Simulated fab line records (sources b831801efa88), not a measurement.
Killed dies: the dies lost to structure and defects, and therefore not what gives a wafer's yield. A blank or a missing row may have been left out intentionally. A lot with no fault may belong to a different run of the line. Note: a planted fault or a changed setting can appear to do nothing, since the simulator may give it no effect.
Matching of chambers | flow sky130 | SKY_PAD_OPEN_ETCH_07 on rieDiel-04 has 4 sister chambers
The step etches the open film in CF4/O2, stops on AlCu, target depth 725 nm, time 161.1 s. 4 wafers are shown with their chamber, then 8 later ones without.

WAFERS PAIRED WITH THEIR CHAMBERS
wafer  | chamber | drypumpMotorCurrentA (A)
L080.6 | 0       | 5.9
L088.1 | 3       | 6.2
L088.4 | 2       | 5.5
L092.1 | 1       | 6.2

WAFERS WITH NO CHAMBER GIVEN
wafer  | drypumpMotorCurrentA (A)
L092.3 | 6.2
L092.6 | 6.2
L093.1 | 6.2
L093.3 | 5.8
L093.4 | 6.2
L095.1 | 6.2
L095.3 | 6.3
L095.6 | 5.8

CHAMBER TAKEN BY EACH
wafer  | from the rows above     | in truth
L092.3 | can't be placed: 1 or 3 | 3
L092.6 | can't be placed: 1 or 3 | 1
L093.1 | can't be placed: 1 or 3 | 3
L093.3 | 0                       | 0
L093.4 | can't be placed: 1 or 3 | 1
L095.1 | can't be placed: 1 or 3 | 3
L095.3 | can't be placed: 1 or 3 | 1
L095.6 | 0                       | 0
2 of 8 placed correctly. Can't be placed from these rows: 6 (the true chamber is among the candidates in 6). Placed wrongly: 0.
How it was worked out, from the rows above alone: a wafer's distance from a chamber is the root of the sum, over the readings, of the square of ((its reading less the chamber's mean) divided by the reading's scatter). If the next closest chamber is less than 2 further off than the closest, the wafer can't be placed; otherwise it belongs to the closest. Each chamber's mean is taken over the wafers shown for it. The scatter (one wafer shown for each chamber): square how far every hidden wafer sits from the nearest shown wafer, average those squares and take the square root.
